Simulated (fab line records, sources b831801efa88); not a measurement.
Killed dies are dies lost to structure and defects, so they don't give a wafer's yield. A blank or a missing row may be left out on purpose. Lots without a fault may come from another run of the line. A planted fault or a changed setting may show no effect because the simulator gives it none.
Which tool did it? | flow gf180mcu | 24 lots, 72 wafers sampled, at 6 steps of a route of 602

WHAT THE GAUGES READ, wafer by wafer
GF_V5_THK_MEAS_25: measures by xrf. Usual: V5_W_THK 362 nm, standard deviation 5.7.
lot  | measured     | on            | V5_W_THK (nm) | flag
L074 | day 27 11:44 | film_metro-01 | 363 369 371   |
L075 | day 27 12:06 | film_metro-03 | 358 362 363   |
L076 | day 27 20:26 | film_metro-01 | 366 368 370   |
L077 | day 28 04:16 | film_metro-03 | 359 358 360   |
L078 | day 28 12:31 | film_metro-02 | 354 353 349   |
L080 | day 29 07:16 | film_metro-03 | 357 369 356   |
L079 | day 29 08:17 | film_metro-03 | 366 365 353   |
L081 | day 29 15:08 | film_metro-03 | 370 374 370   |
L082 | day 29 17:59 | film_metro-02 | 350 358 354   |
L083 | day 30 08:15 | film_metro-02 | 355 353 356   |
L084 | day 30 13:20 | film_metro-03 | 360 358 365   |
L085 | day 30 20:51 | film_metro-03 | 359 359 361   |
L086 | day 31 03:18 | film_metro-02 | 359 355 361   |
L087 | day 31 11:17 | film_metro-02 | 356 353 358   |
L088 | day 31 12:31 | film_metro-03 | 360 367 368   |
L089 | day 32 00:03 | film_metro-01 | 360 362 356   |
L090 | day 32 09:33 | film_metro-03 | 370 364 358   |
L091 | day 32 14:20 | film_metro-03 | 361 362 367   |
L092 | day 32 19:01 | film_metro-02 | 360 355 359   |
L094 | day 32 22:08 | film_metro-03 | 366 370 363   |
L093 | day 33 02:58 | film_metro-03 | 368 366 368   |
L095 | day 33 06:25 | film_metro-03 | 364 361 370   |
L096 | day 33 15:17 | film_metro-02 | 362 355 365   |
L097 | day 33 17:08 | film_metro-03 | 367 364 365   |

GF_TOP_METAL_CD_MEAS_14: target cd 440 nm. Usual: cd_nm 439.9 nm, standard deviation 2.3.
lot  | measured     | on        | cd_nm (nm)        | flag
L074 | day 28 08:22 | cd_sem-02 | 441.5 443.9 439.1 |
L075 | day 28 08:47 | cd_sem-01 | 442.9 439.9 437.0 |
L076 | day 28 16:40 | cd_sem-01 | 445.2 445.7 445.9 |
L077 | day 29 00:19 | cd_sem-01 | 439.4 438.2 438.8 |
L078 | day 29 07:52 | cd_sem-02 | 437.9 437.9 437.1 |
L080 | day 30 02:58 | cd_sem-01 | 441.9 440.6 440.5 |
L079 | day 30 03:15 | cd_sem-01 | 439.6 439.1 441.7 |
L081 | day 30 10:26 | cd_sem-01 | 437.4 441.4 440.0 |
L082 | day 30 12:48 | cd_sem-01 | 440.8 440.4 439.3 |
L083 | day 31 03:02 | cd_sem-01 | 439.2 438.4 439.2 |
L084 | day 31 07:31 | cd_sem-01 | 441.7 444.1 442.2 |
L085 | day 31 15:26 | cd_sem-01 | 439.1 439.1 439.9 |
L086 | day 31 21:14 | cd_sem-02 | 440.0 441.1 441.2 |
L087 | day 32 05:01 | cd_sem-02 | 438.4 439.1 440.7 |
L088 | day 32 06:36 | cd_sem-01 | 441.1 442.8 441.3 |
L089 | day 32 17:31 | cd_sem-02 | 440.9 442.1 440.5 |
L090 | day 33 02:39 | cd_sem-01 | 435.9 437.4 438.2 |
L091 | day 33 07:17 | cd_sem-02 | 437.6 439.3 438.1 |
L092 | day 33 11:30 | cd_sem-02 | 438.8 436.7 438.4 |
L094 | day 33 15:06 | cd_sem-02 | 434.7 437.0 435.8 |
L093 | day 33 19:05 | cd_sem-01 | 440.7 441.5 442.5 |
L095 | day 33 22:37 | cd_sem-01 | 437.4 437.1 436.4 |
L096 | day 34 07:38 | cd_sem-01 | 439.6 440.9 437.2 |
L097 | day 34 09:13 | cd_sem-01 | 441.5 439.0 438.6 |

GF_PASSIVATION_THK_MEAS_01. Usual: PASSIVATION_CVD_00_THK 1003 nm, standard deviation 12.
lot  | measured     | on            | PASSIVATION_CVD_00_THK (nm) | flag
L074 | day 28 09:19 | film_metro-02 | 989 1003 1021               |
L075 | day 28 09:44 | film_metro-04 | 1005 982 1019               |
L076 | day 28 18:02 | film_metro-04 | 1001 1026 992               |
L077 | day 29 01:17 | film_metro-02 | 1003 1006 1006              |
L078 | day 29 08:49 | film_metro-01 | 996 1009 1017               |
L080 | day 30 03:57 | film_metro-04 | 1010 998 1021               |
L079 | day 30 04:13 | film_metro-04 | 1014 1026 1009              |
L081 | day 30 11:22 | film_metro-01 | 982 1010 1002               |
L082 | day 30 13:46 | film_metro-01 | 1003 992 1022               |
L083 | day 31 04:11 | film_metro-02 | 999 987 1028                |
L084 | day 31 08:28 | film_metro-01 | 1001 1006 1024              |
L085 | day 31 16:40 | film_metro-02 | 984 999 1011                |
L086 | day 31 22:13 | film_metro-01 | 1003 1002 1014              |
L087 | day 32 06:10 | film_metro-04 | 999 1025 1018               |
L088 | day 32 07:47 | film_metro-02 | 989 1008 1000               |
L089 | day 32 18:40 | film_metro-01 | 997 1021 1005               |
L090 | day 33 03:47 | film_metro-04 | 987 997 1000                |
L091 | day 33 08:15 | film_metro-04 | 1008 1026 1011              |
L092 | day 33 12:26 | film_metro-04 | 989 1015 1007               |
L094 | day 33 16:03 | film_metro-02 | 991 1008 1016               |
L093 | day 33 20:05 | film_metro-02 | 996 999 1009                |
L095 | day 33 23:35 | film_metro-02 | 993 991 989                 |
L096 | day 34 08:38 | film_metro-01 | 985 1002 1021               |
L097 | day 34 10:11 | film_metro-04 | 994 1026 1011               |

WHICH TOOL RAN EACH LOT (tool, then ch and the chambers of the sampled wafers, then the start)
lot  | GF_M5_STRIP_11                       | GF_V5_ETCH_16                      | GF_TOP_METAL_SPUTTER_02
L074 | plasma_asher-04 ch 1, day 26 13:04   | rie_diel-03 ch 1,2, day 27 10:43   | pvd_sputter-03, day 27 12:13
L075 | plasma_asher-04 ch 0,1, day 26 13:46 | rie_diel-04 ch 0,2,3, day 27 11:04 | pvd_sputter-01, day 27 12:35
L076 | plasma_asher-04 ch 0,1, day 26 21:48 | rie_diel-03 ch 0,2, day 27 19:22   | pvd_sputter-01, day 27 20:55
L077 | plasma_asher-03 ch 0,1, day 27 06:13 | rie_diel-03 ch 0,3, day 28 03:13   | pvd_sputter-04, day 28 04:44
L078 | plasma_asher-02 ch 1, day 27 14:13   | rie_diel-03 ch 0,1,3, day 28 11:29 | pvd_sputter-01, day 28 12:59
L080 | plasma_asher-03 ch 0,1, day 28 09:28 | rie_diel-02 ch 0,1,3, day 29 06:13 | pvd_sputter-04, day 29 07:44
L079 | plasma_asher-02 ch 0,1, day 28 10:58 | rie_diel-04 ch 1,2, day 29 07:14   | pvd_sputter-04, day 29 08:46
L081 | plasma_asher-02 ch 0,1, day 28 17:14 | rie_diel-04 ch 0,1,2, day 29 14:04 | pvd_sputter-04, day 29 15:37
L082 | plasma_asher-02 ch 0,1, day 28 20:43 | rie_diel-02 ch 0,1,3, day 29 16:55 | pvd_sputter-04, day 29 18:28
L083 | plasma_asher-03 ch 0, day 29 11:46   | rie_diel-04 ch 0,1, day 30 07:11   | pvd_sputter-04, day 30 08:44
L084 | plasma_asher-03 ch 0,1, day 29 17:00 | rie_diel-04 ch 0,1, day 30 12:16   | pvd_sputter-01, day 30 14:06
L085 | plasma_asher-04 ch 0,1, day 29 23:52 | rie_diel-03 ch 1,3, day 30 19:44   | pvd_sputter-04, day 30 21:20
L086 | plasma_asher-03 ch 0,1, day 30 06:43 | rie_diel-03 ch 1,2,3, day 31 02:16 | pvd_sputter-01, day 31 03:47
L087 | plasma_asher-03 ch 0,1, day 30 15:07 | rie_diel-02 ch 0,1, day 31 09:55   | pvd_sputter-04, day 31 11:46
L088 | plasma_asher-04 ch 0,1, day 30 16:52 | rie_diel-03 ch 1,3, day 31 11:28   | pvd_sputter-03, day 31 12:59
L089 | plasma_asher-04 ch 0,1, day 31 04:10 | rie_diel-03 ch 0,3, day 31 22:41   | pvd_sputter-03, day 32 00:46
L090 | plasma_asher-02 ch 0,1, day 31 14:08 | rie_diel-04 ch 1,2, day 32 08:25   | pvd_sputter-03, day 32 10:05
L091 | plasma_asher-02 ch 0,1, day 31 18:50 | rie_diel-02 ch 1,2,3, day 32 13:05 | pvd_sputter-04, day 32 14:48
L092 | plasma_asher-02 ch 0,1, day 31 23:31 | rie_diel-02 ch 0,2,3, day 32 17:52 | pvd_sputter-01, day 32 19:29
L094 | plasma_asher-02 ch 0,1, day 32 03:21 | rie_diel-04 ch 0,1, day 32 21:07   | pvd_sputter-04, day 32 22:37
L093 | plasma_asher-03 ch 0,1, day 32 08:09 | rie_diel-02 ch 0,1,3, day 33 01:50 | pvd_sputter-01, day 33 03:27
L095 | plasma_asher-02 ch 0,1, day 32 11:49 | rie_diel-02 ch 1,2,3, day 33 05:23 | pvd_sputter-04, day 33 06:54
L096 | plasma_asher-02 ch 0,1, day 32 20:36 | rie_diel-04 ch 0,1, day 33 14:16   | pvd_sputter-03, day 33 15:46
L097 | plasma_asher-03 ch 0,1, day 32 22:58 | rie_diel-04 ch 0,1,2, day 33 15:58 | pvd_sputter-04, day 33 17:38
- GF_M5_STRIP_11: strips in O2/N2.
- GF_V5_ETCH_16: etches BARC in N2/H2.
- GF_TOP_METAL_SPUTTER_02: material AlCu, target thk 900 nm, time 47.82 s.

WHAT THE TOOLS THEMSELVES READ (means of the sampled wafers that have a number; where no wafer has one, the mark that the record gives instead)
GF_M5_STRIP_11. Usual: drypump_motor_current_A 5.5 A, standard deviation 0.57; heater_power_w 361 W, standard deviation 39; oes_product_au 0.523 a.u., standard deviation 0.0046; strip_time_to_endpoint_s 7.03 s, standard deviation 0.043.
lot  | tool            | drypump_motor_current_A (A) | heater_power_w (W) | oes_product_au (a.u.) | strip_time_to_endpoint_s (s) | flag
L074 | plasma_asher-04 | 6.2                         | 426                | 0.521                 | 7.02                         |
L075 | plasma_asher-04 | 5.8                         | 415                | 0.521                 | 6.99                         |
L076 | plasma_asher-04 | 5.8                         | 408                | 0.521                 | 7.08                         |
L077 | plasma_asher-03 | 5.5                         | 329                | 0.518                 | 7.01                         |
L078 | plasma_asher-02 | 5.1                         | 341                | 0.523                 | 7.08                         |
L080 | plasma_asher-03 | 5.1                         | 317                | 0.523                 | 7.02                         |
L079 | plasma_asher-02 | 5.8                         | 374                | 0.519                 | 7.03                         |
L081 | plasma_asher-02 | 5.4                         | 358                | 0.522                 | 7.02                         |
L082 | plasma_asher-02 | 5.8                         | 379                | 0.522                 | 7.06                         |
L083 | plasma_asher-03 | 5.9                         | 334                | 0.521                 | 7.04                         |
L084 | plasma_asher-03 | 5.1                         | 320                | 0.524                 | 7.00                         |
L085 | plasma_asher-04 | 5.3                         | 396                | 0.524                 | 6.96                         |
L086 | plasma_asher-03 | 5.6                         | 324                | 0.524                 | 7.00                         |
L087 | plasma_asher-03 | 5.5                         | 322                | 0.524                 | 7.06                         |
L088 | plasma_asher-04 | 5.3                         | 399                | 0.526                 | 7.10                         |
L089 | plasma_asher-04 | 5.8                         | 405                | 0.523                 | 6.94                         |
L090 | plasma_asher-02 | 5.4                         | 354                | 0.521                 | 6.99                         |
L091 | plasma_asher-02 | 5.8                         | 373                | 0.527                 | 7.06                         |
L092 | plasma_asher-02 | 5.7                         | 374                | 0.525                 | 7.06                         |
L094 | plasma_asher-02 | 5.4                         | 362                | 0.524                 | 7.02                         |
L093 | plasma_asher-03 | 5.5                         | 329                | 0.522                 | 7.08                         |
L095 | plasma_asher-02 | 5.7                         | 380                | 0.525                 | 7.07                         |
L096 | plasma_asher-02 | 5.5                         | 362                | 0.520                 | 7.06                         |
L097 | plasma_asher-03 | 5.5                         | 327                | 0.524                 | 7.05                         |

GF_V5_ETCH_16. Usual: drypump_motor_current_A 5.9 A, standard deviation 0.33; oes_product_au 0.855 a.u., standard deviation 0.0047; rf_fwd_power_W 494.8 W, standard deviation 2; throttle_valve_pct 13.225 %, standard deviation 0.009.
lot  | tool        | drypump_motor_current_A (A) | oes_product_au (a.u.) | rf_fwd_power_W (W) | throttle_valve_pct (%) | flag
L074 | rie_diel-03 | 5.9                         | 0.858                 | 495.2              | 13.226                 |
L075 | rie_diel-04 | 5.9                         | 0.852                 | 493.8              | 13.226                 |
L076 | rie_diel-03 | 5.7                         | 0.856                 | 495.7              | 13.222                 |
L077 | rie_diel-03 | 5.8                         | 0.858                 | 495.2              | 13.230                 |
L078 | rie_diel-03 | 6.0                         | 0.851                 | 495.2              | 13.227                 |
L080 | rie_diel-02 | 6.0                         | 0.855                 | 496.1              | 13.224                 |
L079 | rie_diel-04 | 5.9                         | 0.854                 | 495.5              | 13.220                 |
L081 | rie_diel-04 | 6.0                         | 0.858                 | 493.8              | 13.230                 |
L082 | rie_diel-02 | 6.0                         | 0.855                 | 496.8              | 13.229                 |
L083 | rie_diel-04 | 5.9                         | 0.856                 | 493.8              | 13.228                 |
L084 | rie_diel-04 | 5.9                         | 0.853                 | 493.6              | 13.233                 |
L085 | rie_diel-03 | 5.9                         | 0.857                 | 491.8              | 13.224                 |
L086 | rie_diel-03 | 5.7                         | 0.853                 | 495.3              | 13.225                 |
L087 | rie_diel-02 | 5.9                         | 0.857                 | 495.9              | 13.225                 |
L088 | rie_diel-03 | 6.1                         | 0.857                 | 495.0              | 13.231                 |
L089 | rie_diel-03 | 5.8                         | 0.853                 | 492.9              | 13.221                 |
L090 | rie_diel-04 | 5.9                         | 0.853                 | 494.8              | 13.220                 |
L091 | rie_diel-02 | 5.9                         | 0.858                 | 495.7              | 13.224                 |
L092 | rie_diel-02 | 6.0                         | 0.852                 | 497.5              | 13.226                 |
L094 | rie_diel-04 | 5.9                         | 0.853                 | 493.5              | 13.218                 |
L093 | rie_diel-02 | 6.0                         | 0.859                 | 496.0              | 13.220                 |
L095 | rie_diel-02 | 5.9                         | 0.856                 | 496.6              | 13.213                 |
L096 | rie_diel-04 | 5.9                         | 0.855                 | 491.9              | 13.224                 |
L097 | rie_diel-04 | 6.0                         | 0.858                 | 495.3              | 13.216                 |

GF_TOP_METAL_SPUTTER_02. Usual: throttle_valve_pct 30.8 %, standard deviation 0.75.
lot  | tool           | throttle_valve_pct (%) | flag
L074 | pvd_sputter-03 | 29.9                   |
L075 | pvd_sputter-01 | 30.6                   |
L076 | pvd_sputter-01 | 30.6                   |
L077 | pvd_sputter-04 | 30.7                   |
L078 | pvd_sputter-01 | 31.4                   |
L080 | pvd_sputter-04 | 31.1                   |
L079 | pvd_sputter-04 | 30.8                   |
L081 | pvd_sputter-04 | 31.0                   |
L082 | pvd_sputter-04 | 30.7                   |
L083 | pvd_sputter-04 | 30.9                   |
L084 | pvd_sputter-01 | 31.3                   |
L085 | pvd_sputter-04 | 30.9                   |
L086 | pvd_sputter-01 | 31.9                   |
L087 | pvd_sputter-04 | 30.8                   |
L088 | pvd_sputter-03 | 30.0                   |
L089 | pvd_sputter-03 | 30.1                   |
L090 | pvd_sputter-03 | 31.1                   |
L091 | pvd_sputter-04 | 31.1                   |
L092 | pvd_sputter-01 | 31.4                   |
L094 | pvd_sputter-04 | 30.9                   |
L093 | pvd_sputter-01 | 30.8                   |
L095 | pvd_sputter-04 | 30.9                   |
L096 | pvd_sputter-03 | 30.4                   |
L097 | pvd_sputter-04 | 30.8                   |

THE ANSWER, worked out from the rows above alone
Rule: a lot is off if the mean of its wafers that have a number lies more than 3 standard deviations from the usual mean. A lot without any number at a reading at which 4 lots or more have one is off too. The other lots that the step has rows for count as sound. The gauges are gone through in route order, then the tools' own readings, and for those a lot's mean is taken as printed above. The first step at which some lot is off is used, and at that step the reading that is off furthest; a lot without a number counts as furthest.
No lot is off at any reading shown: from this, nothing can be told.

WHAT THE SIMULATOR HAD PUT IN
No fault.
